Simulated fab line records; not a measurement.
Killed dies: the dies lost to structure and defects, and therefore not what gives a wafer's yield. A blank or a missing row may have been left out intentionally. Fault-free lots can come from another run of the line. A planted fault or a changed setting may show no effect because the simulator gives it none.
What tool caused it? / flow sky130 / Sampling: 13 lots, 39 wafers, 4 of 708 route steps

## WHAT EACH GAUGE READ, for each wafer
SKY_VT_ADJUST_NCORE_OVL_MEAS_08.
lot=L673; measured=day 8 12:22; on=overlay-02; VT_ADJUST_NCORE_OVL (nm)=0.4 -0.4 -0.4
lot=L674; measured=day 8 15:49; on=overlay-01; VT_ADJUST_NCORE_OVL (nm)=-2.0 -1.3 -3.8
lot=L677; measured=day 9 12:55; on=overlay-02; VT_ADJUST_NCORE_OVL (nm)=0.9 -0.1 0.2
lot=L681; measured=day 11 01:02; on=overlay-01; VT_ADJUST_NCORE_OVL (nm)=-2.6 0.1 -2.0
lot=L683; measured=day 11 21:14; on=overlay-02; VT_ADJUST_NCORE_OVL (nm)=0.1 -0.8 0.4
lot=L685; measured=day 12 06:02; on=overlay-02; VT_ADJUST_NCORE_OVL (nm)=-1.8 -0.4 -1.9
lot=L686; measured=day 12 10:10; on=overlay-02; VT_ADJUST_NCORE_OVL (nm)=0.6 0.6 0.1
lot=L690; measured=day 13 18:14; on=overlay-02; VT_ADJUST_NCORE_OVL (nm)=-2.7 -3.4 -2.6
lot=L692; measured=day 14 09:59; on=overlay-02; VT_ADJUST_NCORE_OVL (nm)=1.0 1.8 0.8
lot=L693; measured=day 14 16:44; on=overlay-02; VT_ADJUST_NCORE_OVL (nm)=-1.1 -1.8 -0.8
lot=L694; measured=day 14 18:35; on=overlay-02; VT_ADJUST_NCORE_OVL (nm)=-0.1 0.3 0.9
lot=L695; measured=day 14 23:23; on=overlay-02; VT_ADJUST_NCORE_OVL (nm)=0.6 0.1 0.0
lot=L696; measured=day 15 09:44; on=overlay-02; VT_ADJUST_NCORE_OVL (nm)=-1.5 -2.4 -2.8

SKY_SONOS_ONO_OVL_MEAS_14.
lot=L673; measured=day 12 13:04; on=overlay-02; SONOS_ONO_OVL (nm)=1.0 -0.5 2.5
lot=L674; measured=day 12 18:56; on=overlay-02; SONOS_ONO_OVL (nm)=0.9 0.8 0.5
lot=L677; measured=day 13 15:14; on=overlay-01; SONOS_ONO_OVL (nm)=-0.8 -0.2 0.8
lot=L681; measured=day 15 12:40; on=overlay-01; SONOS_ONO_OVL (nm)=-1.7 -0.7 -0.4
lot=L683; measured=day 16 10:05; on=overlay-01; SONOS_ONO_OVL (nm)=-2.7 -2.7 -1.5
lot=L685; measured=day 16 20:50; on=overlay-01; SONOS_ONO_OVL (nm)=-3.0 -5.1 -2.3
lot=L686; measured=day 17 03:09; on=overlay-01; SONOS_ONO_OVL (nm)=-2.4 -1.6 -0.9
lot=L690; measured=day 18 16:29; on=overlay-02; SONOS_ONO_OVL (nm)=0.9 -1.4 0.2
lot=L692; measured=day 19 11:46; on=overlay-01; SONOS_ONO_OVL (nm)=-2.7 -1.0 -0.5
lot=L693; measured=day 19 16:26; on=overlay-01; SONOS_ONO_OVL (nm)=-2.5 -0.7 -2.0
lot=L694; measured=day 19 22:01; on=overlay-01; SONOS_ONO_OVL (nm)=1.3 -1.1 -0.6
lot=L695; measured=day 20 03:44; on=overlay-02; SONOS_ONO_OVL (nm)=1.3 1.3 0.9
lot=L696; measured=day 20 14:17; on=overlay-01; SONOS_ONO_OVL (nm)=-1.0 -0.7 0.4

## EACH LOT AND THE TOOL THAT RAN IT (in order: tool; ch and the chambers of the sampled wafers; start)
lot=L673; SKY_NWELL_STRIP_14=plasmaAsher-03 ch 0,1, day 4 12:52; SKY_SONOS_TUNNEL_DEVELOP_06=lithoTrack-03 ch 0, day 11 06:28
lot=L674; SKY_NWELL_STRIP_14=plasmaAsher-03 ch 0,1, day 4 17:38; SKY_SONOS_TUNNEL_DEVELOP_06=lithoTrack-02 ch 0, day 11 10:04
lot=L677; SKY_NWELL_STRIP_14=plasmaAsher-01 ch 1, day 5 10:22; SKY_SONOS_TUNNEL_DEVELOP_06=lithoTrack-01 ch 0, day 12 09:29
lot=L681; SKY_NWELL_STRIP_14=plasmaAsher-01 ch 0,1, day 6 14:01; SKY_SONOS_TUNNEL_DEVELOP_06=lithoTrack-02 ch 0, day 14 02:38
lot=L683; SKY_NWELL_STRIP_14=plasmaAsher-03 ch 0,1, day 7 08:10; SKY_SONOS_TUNNEL_DEVELOP_06=lithoTrack-02 ch 0, day 15 01:46
lot=L685; SKY_NWELL_STRIP_14=plasmaAsher-04 ch 0,1, day 7 13:10; SKY_SONOS_TUNNEL_DEVELOP_06=lithoTrack-01 ch 0, day 15 11:52
lot=L686; SKY_NWELL_STRIP_14=plasmaAsher-03 ch 0,1, day 7 18:53; SKY_SONOS_TUNNEL_DEVELOP_06=lithoTrack-03 ch 0, day 15 17:08
lot=L690; SKY_NWELL_STRIP_14=plasmaAsher-03 ch 0,1, day 8 20:52; SKY_SONOS_TUNNEL_DEVELOP_06=lithoTrack-03 ch 0, day 17 04:58
lot=L692; SKY_NWELL_STRIP_14=plasmaAsher-01 ch 0,1, day 9 09:16; SKY_SONOS_TUNNEL_DEVELOP_06=lithoTrack-02 ch 0, day 17 22:31
lot=L693; SKY_NWELL_STRIP_14=plasmaAsher-03 ch 0,1, day 9 14:59; SKY_SONOS_TUNNEL_DEVELOP_06=lithoTrack-03 ch 0, day 18 05:02
lot=L694; SKY_NWELL_STRIP_14=plasmaAsher-04 ch 0, day 9 17:20; SKY_SONOS_TUNNEL_DEVELOP_06=lithoTrack-02 ch 0, day 18 07:19
lot=L695; SKY_NWELL_STRIP_14=plasmaAsher-03 ch 0,1, day 9 21:49; SKY_SONOS_TUNNEL_DEVELOP_06=lithoTrack-01 ch 0, day 18 14:20
lot=L696; SKY_NWELL_STRIP_14=plasmaAsher-04 ch 1, day 10 05:32; SKY_SONOS_TUNNEL_DEVELOP_06=lithoTrack-01 ch 0, day 19 00:11
- SKY_NWELL_STRIP_14: strips in O2/N2.
- SKY_SONOS_TUNNEL_DEVELOP_06: develop time 60 s.

## AS READ BY THE TOOLS THEMSELVES (means over the sampled wafers that have a number; for cases with no such wafer, the mark the record gives instead)
SKY_NWELL_STRIP_14.
lot=L673; tool=plasmaAsher-03; drypumpMotorCurrentA (A)=6.1; n2FlowSccm (sccm)=300.3; oesProductAu (a.u.)=0.720; stripTimeToEndpointS (s)=36.85
lot=L674; tool=plasmaAsher-03; drypumpMotorCurrentA (A)=6.1; n2FlowSccm (sccm)=300.6; oesProductAu (a.u.)=0.724; stripTimeToEndpointS (s)=36.95
lot=L677; tool=plasmaAsher-01; drypumpMotorCurrentA (A)=6.6; n2FlowSccm (sccm)=300.5; oesProductAu (a.u.)=0.724; stripTimeToEndpointS (s)=37.02
lot=L681; tool=plasmaAsher-01; drypumpMotorCurrentA (A)=5.8; n2FlowSccm (sccm)=300.3; oesProductAu (a.u.)=0.725; stripTimeToEndpointS (s)=37.10
lot=L683; tool=plasmaAsher-03; drypumpMotorCurrentA (A)=6.2; n2FlowSccm (sccm)=300.1; oesProductAu (a.u.)=0.723; stripTimeToEndpointS (s)=37.05
lot=L685; tool=plasmaAsher-04; drypumpMotorCurrentA (A)=5.9; n2FlowSccm (sccm)=300.3; oesProductAu (a.u.)=0.722; stripTimeToEndpointS (s)=36.89
lot=L686; tool=plasmaAsher-03; drypumpMotorCurrentA (A)=6.1; n2FlowSccm (sccm)=298.9; oesProductAu (a.u.)=0.724; stripTimeToEndpointS (s)=36.88
lot=L690; tool=plasmaAsher-03; drypumpMotorCurrentA (A)=6.2; n2FlowSccm (sccm)=299.7; oesProductAu (a.u.)=0.723; stripTimeToEndpointS (s)=36.93
lot=L692; tool=plasmaAsher-01; drypumpMotorCurrentA (A)=5.8; n2FlowSccm (sccm)=299.5; oesProductAu (a.u.)=0.724; stripTimeToEndpointS (s)=36.75
lot=L693; tool=plasmaAsher-03; drypumpMotorCurrentA (A)=6.3; n2FlowSccm (sccm)=300.5; oesProductAu (a.u.)=0.726; stripTimeToEndpointS (s)=36.73
lot=L694; tool=plasmaAsher-04; drypumpMotorCurrentA (A)=5.6; n2FlowSccm (sccm)=300.0; oesProductAu (a.u.)=0.720; stripTimeToEndpointS (s)=37.05
lot=L695; tool=plasmaAsher-03; drypumpMotorCurrentA (A)=6.1; n2FlowSccm (sccm)=300.0; oesProductAu (a.u.)=0.725; stripTimeToEndpointS (s)=36.89
lot=L696; tool=plasmaAsher-04; drypumpMotorCurrentA (A)=6.0; n2FlowSccm (sccm)=298.8; oesProductAu (a.u.)=0.718; stripTimeToEndpointS (s)=36.78

SKY_SONOS_TUNNEL_DEVELOP_06.
lot=L673; tool=lithoTrack-03; developerTempC (C)=22.87
lot=L674; tool=lithoTrack-02; developerTempC (C)=22.99
lot=L677; tool=lithoTrack-01; developerTempC (C)=22.87
lot=L681; tool=lithoTrack-02; developerTempC (C)=22.09
lot=L683; tool=lithoTrack-02; developerTempC (C)=22.08
lot=L685; tool=lithoTrack-01; developerTempC (C)=22.99
lot=L686; tool=lithoTrack-03; developerTempC (C)=22.97
lot=L690; tool=lithoTrack-03; developerTempC (C)=22.97
lot=L692; tool=lithoTrack-02; developerTempC (C)=22.94
lot=L693; tool=lithoTrack-03; developerTempC (C)=23.17
lot=L694; tool=lithoTrack-02; developerTempC (C)=23.00
lot=L695; tool=lithoTrack-01; developerTempC (C)=23.01
lot=L696; tool=lithoTrack-01; developerTempC (C)=22.98

## THE ANSWER, worked out from the rows above alone
Rule: the usual values come from the lots themselves. Put in order of their means at a reading, lots are off if they are a third of the lots or fewer, leave a main group of 4 or more, and stand apart from it by a gap of 3 or more times the standard deviation of the main group's means; of several such gaps the widest counts. Not used: any main group whose means are identical at the precision the tables above print for the reading. A lot without any number at a reading at which 4 lots or more have one is off too. Any other lot the step has rows for is counted as sound. Order of review: gauges by route order, followed by the tools' own readings, for which a lot's mean as printed above is used. At the first step where some lot is off, the reading lying furthest off is the one used; lots without a number count as furthest.
Off, at SKY_SONOS_TUNNEL_DEVELOP_06 on developerTempC: L681, L683. The main group has a mean of 22.98 C with a standard deviation of 0.076.
A tool fits if, at that step or a process step before it, it ran every lot that is off, and no sound lot after the first of them. Of those tried, none fits.

## WHAT HAD BEEN PUT IN BY THE SIMULATOR
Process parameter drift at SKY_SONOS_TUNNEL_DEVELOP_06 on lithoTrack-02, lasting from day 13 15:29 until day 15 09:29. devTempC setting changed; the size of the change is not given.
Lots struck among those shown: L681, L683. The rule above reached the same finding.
